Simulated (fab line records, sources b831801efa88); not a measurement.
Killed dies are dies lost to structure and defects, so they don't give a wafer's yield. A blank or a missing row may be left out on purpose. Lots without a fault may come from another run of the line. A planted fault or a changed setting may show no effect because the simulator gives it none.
Which tool did it? | flow sky130 | 11 lots, 32 wafers sampled, at 5 steps of a route of 708

WHAT THE GAUGES READ, wafer by wafer
SKY_VIA1_THK_MEAS_01.
lot  | measured     | on            | VIA1_HDPCVD_THK (nm)
L381 | day 34 15:02 | film_metro-01 | 1014 1024 1020
L382 | day 35 07:32 | film_metro-02 | 1036 1045 1038
L387 | day 35 13:42 | film_metro-01 | 2066 2056 2064
L386 | day 35 17:07 | film_metro-02 | 2036 2024 2012
L388 | day 36 06:55 | film_metro-02 | 1031 1020 1026
L389 | day 36 09:44 | film_metro-01 | 2084 2067 2086
L395 | day 38 05:17 | film_metro-02 | 1016 1015
L396 | day 39 01:59 | film_metro-03 | 1033 1032 1039
L397 | day 39 08:41 | film_metro-02 | 1021 1035 1025
L399 | day 39 12:10 | film_metro-01 | 1043 1042 1044
L400 | day 39 17:26 | film_metro-02 | 1035 1019 1028

WHICH TOOL RAN EACH LOT (tool, then ch and the chambers of the sampled wafers, then the start)
lot  | SKY_METAL1_SPUTTER_03        | SKY_METAL1_ETCH_18                | SKY_METAL1_STRIP_20                  | SKY_VIA1_HDPCVD_00
L381 | pvd_sputter-04, day 33 11:03 | rie_metal-01 ch 0, day 34 14:01   | plasma_asher-01 ch 0,1, day 34 14:19 | hdpcvd-02 ch 1,2, day 34 14:55
L382 | pvd_sputter-04, day 34 03:59 | rie_metal-04 ch 0,1, day 35 06:37 | plasma_asher-01 ch 0,1, day 35 06:46 | hdpcvd-02 ch 0,1,2, day 35 07:25
L387 | pvd_sputter-03, day 34 10:26 | rie_metal-04 ch 0,1, day 35 12:23 | plasma_asher-03 ch 0,1, day 35 12:32 | hdpcvd-02 ch 1,2, day 35 13:19
L386 | pvd_sputter-02, day 34 13:08 | rie_metal-01 ch 0,1, day 35 15:37 | plasma_asher-01 ch 0, day 35 15:46   | hdpcvd-01 ch 1,2, day 35 16:43
L388 | pvd_sputter-04, day 35 02:32 | rie_metal-03 ch 0,1, day 36 05:02 | plasma_asher-03 ch 0,1, day 36 05:11 | hdpcvd-01 ch 0,1,2, day 36 06:48
L389 | pvd_sputter-03, day 35 05:42 | rie_metal-01 ch 0,1, day 36 08:23 | plasma_asher-01 ch 0,1, day 36 08:32 | hdpcvd-02 ch 0,1,2, day 36 09:18
L395 | pvd_sputter-02, day 37 02:50 | rie_metal-03 ch 0,1, day 38 04:22 | plasma_asher-03 ch 0,1, day 38 04:31 | hdpcvd-01 ch 0,1, day 38 05:12
L396 | pvd_sputter-04, day 37 23:14 | rie_metal-01 ch 0,1, day 39 01:05 | plasma_asher-02 ch 0,1, day 39 01:15 | hdpcvd-02 ch 0,1, day 39 01:51
L397 | pvd_sputter-02, day 38 06:38 | rie_metal-03 ch 0,1, day 39 07:47 | plasma_asher-02 ch 0,1, day 39 07:56 | hdpcvd-02 ch 0,1,2, day 39 08:34
L399 | pvd_sputter-03, day 38 10:42 | rie_metal-03 ch 0, day 39 11:19   | plasma_asher-01 ch 1, day 39 11:28   | hdpcvd-02 ch 1,2, day 39 12:04
L400 | pvd_sputter-03, day 38 15:05 | rie_metal-04 ch 0,1, day 39 16:35 | plasma_asher-01 ch 0,1, day 39 16:44 | hdpcvd-01 ch 1,2, day 39 17:18
- SKY_METAL1_SPUTTER_03: material Ti, target thk 5 nm, time 3.3 s.
- SKY_METAL1_ETCH_18: etches BARC in N2/H2, stops on SiO2, time 45.9 s, target depth 60 nm.
- SKY_METAL1_STRIP_20: strips in O2/N2.
- SKY_VIA1_HDPCVD_00: deposits SiO2, target thk 1030 nm, time 171.7 s.

THE ANSWER, worked out from the rows above alone
Rule: what is usual is taken from the lots themselves. Put in order of their means at a reading, lots are off if they are a third of the lots or fewer, leave a main group of 4 or more, and stand apart from it by a gap of 3 or more times the standard deviation of the main group's means; of several such gaps the widest counts. A main group whose means are all the same, to the digits that the tables above print for the reading, isn't used. A lot without any number at a reading at which 4 lots or more have one is off too. The other lots that the step has rows for count as sound.
Off: L387, L386, L389, at SKY_VIA1_THK_MEAS_01 (VIA1_HDPCVD_THK). The main group: mean 1029 nm, standard deviation 8.9.
A tool fits if, at a process step before that reading, it ran every lot that is off, and no sound lot after the first of them. The gauges at SKY_VIA1_THK_MEAS_01 are tried like those tools. None of those tried fits.

WHAT THE SIMULATOR HAD PUT IN
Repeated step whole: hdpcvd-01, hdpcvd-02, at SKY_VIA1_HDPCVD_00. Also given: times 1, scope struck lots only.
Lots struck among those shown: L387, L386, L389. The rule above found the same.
